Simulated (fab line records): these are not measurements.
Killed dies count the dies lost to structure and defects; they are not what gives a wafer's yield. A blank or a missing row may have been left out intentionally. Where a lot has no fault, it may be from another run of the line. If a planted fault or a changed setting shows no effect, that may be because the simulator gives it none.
Problem report in the 8D (eight disciplines) form, filled by code    flow gf180mcu    the parts of the form that need people (team, actions taken, sign-off) are left out

## 1. THE ISSUE
Wafers free of any fault read 46.18 ohm/sq (standard deviation 0.096) for NSD_RS at GF_PSD_RS_MEAS_14, against a mean of 44.31 ohm/sq on 4 wafers of 2 lots. That puts it -19 standard deviations away from the usual mean.
The step: measures by four-point-probe.
First observed at day 16 14:37: wafer L260.4, on film metro-04. Wafers with a number at this step in the record: 35, from 12 lots. By rule, "out" or "out of limits" means more than 4 standard deviations away from the usual mean. Any other wafer with a number is counted as sound.

## 2. WHAT IT IS AND WHAT IT IS NOT
question                     is                              is not
which readings at this step  NSD_RS                          -
which lots                   L260, L261                      L254, L255, L256, L257, L269, L270, L272, L273, L274, L276
which wafers of those lots   L260.4, L260.5, L261.4, L261.5  L260.6
read on which gauges         film metro-03, film metro-04    film metro-01
when                         from day 16 14:37               up to then (13 sound wafers); but 18 sound wafers of L269, L270, L272, L273, L274, L276 came after

## 3. WHAT RULES OUT EACH SUSPECT
Counting: a tool at a process step up to the reading stays a suspect if it ran every lot that is out. Sound lots after the first of them don't rule it out here, since some wafers of a struck lot are sound.
- the gauge at GF_PSD_RS_MEAS_14: ruled out. The wafers that are out were read on 2 gauges (film metro-03, film metro-04).
- rtp anneal-02 at GF_PSD_RTA_13 (time 20 s): kept. It processed each lot that is out (first: L260, day 16 14:31); up to then, its last sound lot is L257 (day 15 18:20). Its own readings are out on those wafers: run length s.
After counting, what remains is rtp anneal-02 at GF_PSD_RTA_13.

## 4. THE CAUSE (what the simulator had put in)
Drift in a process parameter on rtp anneal-02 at GF_PSD_RTA_13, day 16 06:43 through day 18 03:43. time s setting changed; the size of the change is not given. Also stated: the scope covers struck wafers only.
The count eliminated every tool but this one.

## 5. THE EFFECT CHAIN, in route order
Each row: a reading where the mean over the struck wafers with a number is more than 3 standard deviations away from the usual. Scope: only readings with a usual standard deviation given in the record; hours: median across lots of the time from each lot's start at the first step in this table that gives one to its start at this step; sigmas: change in usual standard deviations.
hours  step               reading       usual         on struck wafers  change  sigmas
0      GF_PSD_RTA_13      run length s  48.7 s        57.8              +9.0    +16
0      GF_PSD_RS_MEAS_14  NSD_RS        46.18 ohm/sq  44.31             -1.87   -19
4      GF_PSD_RS_MEAS_15  PSD_RS        108.7 ohm/sq  104.6             -4.1    -12
Process steps it contains:
- GF_PSD_RTA_13: time 20 s.

## 6. HOW IT WOULD HAVE BEEN CAUGHT EARLIER
Counted from the fault's start at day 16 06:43, it took 8 hours until the first out-of-limits reading at a measuring or inspecting step in this record, taken at day 16 14:37.
Tool's own readings at GF_PSD_RTA_13, run length s: out on all struck wafers the step has rows for; an alarm limit on them would have tripped on the first.
Of the lots that are out (2), L261 began GF_PSD_RTA_13 on rtp anneal-02 after day 16 14:37. Putting the tool on hold at that point would have spared it.
